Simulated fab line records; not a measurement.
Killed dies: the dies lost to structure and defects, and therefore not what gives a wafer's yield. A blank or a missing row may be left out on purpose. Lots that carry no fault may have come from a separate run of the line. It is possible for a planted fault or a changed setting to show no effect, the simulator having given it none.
Problem report, 8D (eight disciplines) form, completed by code    flow gf180mcu    the parts of the form that need people (team, actions taken, sign-off) are left out

== 1. THE ISSUE ==
Wafers without a fault read 12.633 s, standard deviation 0.029; strip-time-to-endpoint-s at GF_HV_LDD_STRIP_22 reads a mean of 11.787 s on 6 wafers belonging to 2 lots. That is -29 standard deviations from the usual mean.
The step: strips in O2/N2.
Seen first at day 11 11:26 on plasma-asher-01, wafer L644.2. The record has a number at this step for 39 wafers belonging to 13 lots. Rule for "out" (also "out of limits"): further than 4 standard deviations from the usual mean. All remaining wafers that have a number are taken as sound.

== 2. WHAT IT IS, WHAT IT ISN'T ==
question                     is                                                       is not
which readings at this step  strip-time-to-endpoint-s, oes-product-au, platen-temp-c  drypump-motor-current-A, heater-power-w
which lots                   L644, L645                                               L642, L643, L654, L655, L656, L658, L659, L661, L662, L663, L664
which wafers of those lots   all that have a number                                   -
read on which tools          plasma-asher-01                                          plasma-asher-02, plasma-asher-03
when                         from day 11 11:26                                        up to then (6 sound wafers); but 27 sound wafers of L654, L655, L656, L658, L659, L661, L662, L663, L664 came after

== 3. THE SUSPECTS, EACH WITH WHAT RULES IT OUT ==
Counting: a tool at any process step up to the reading remains a suspect when it ran all the lots that are out and ran no sound lot after the first of those.
- plasma-asher-01 at GF_HV_LDD_STRIP_22 (strips in O2/N2): ruled out as a lasting fault. Following L644 (day 11 11:26), the first lot on it that is out, the sound lots L655, L656, L661, L662 were run on it.
Left after counting: nothing in the record.

== 4. THE CAUSE (what the simulator had put in) ==
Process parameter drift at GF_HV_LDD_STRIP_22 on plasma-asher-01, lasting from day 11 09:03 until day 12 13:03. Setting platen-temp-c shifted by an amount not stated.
Counting ruled it out, wrongly.

== 5. THE EFFECT CHAIN, in route order ==
Each row: a reading where the mean over the struck wafers with a number is more than 3 standard deviations away from the usual. Only readings for which the record gives a usual standard deviation are gone through. hours: the time from each lot's start at the first step in this table that gives one to its start at this step, as a median over the lots. sigmas: the change in usual standard deviations.
hours  step                reading                   usual       on struck wafers  change  sigmas
0      GF_HV_LDD_STRIP_22  oes-product-au            0.716 a.u.  0.748             +0.032  +7.6
0      GF_HV_LDD_STRIP_22  platen-temp-c             249.99 C    253.32            +3.33   +20
0      GF_HV_LDD_STRIP_22  strip-time-to-endpoint-s  12.633 s    11.787            -0.846  -29
The process steps in it:
- GF_HV_LDD_STRIP_22: strips in O2/N2.

== 6. HOW IT WOULD HAVE BEEN CAUGHT EARLIER ==
The fault began at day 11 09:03; the first out-of-limits reading in this record came at day 11 11:26, 2 hours later.
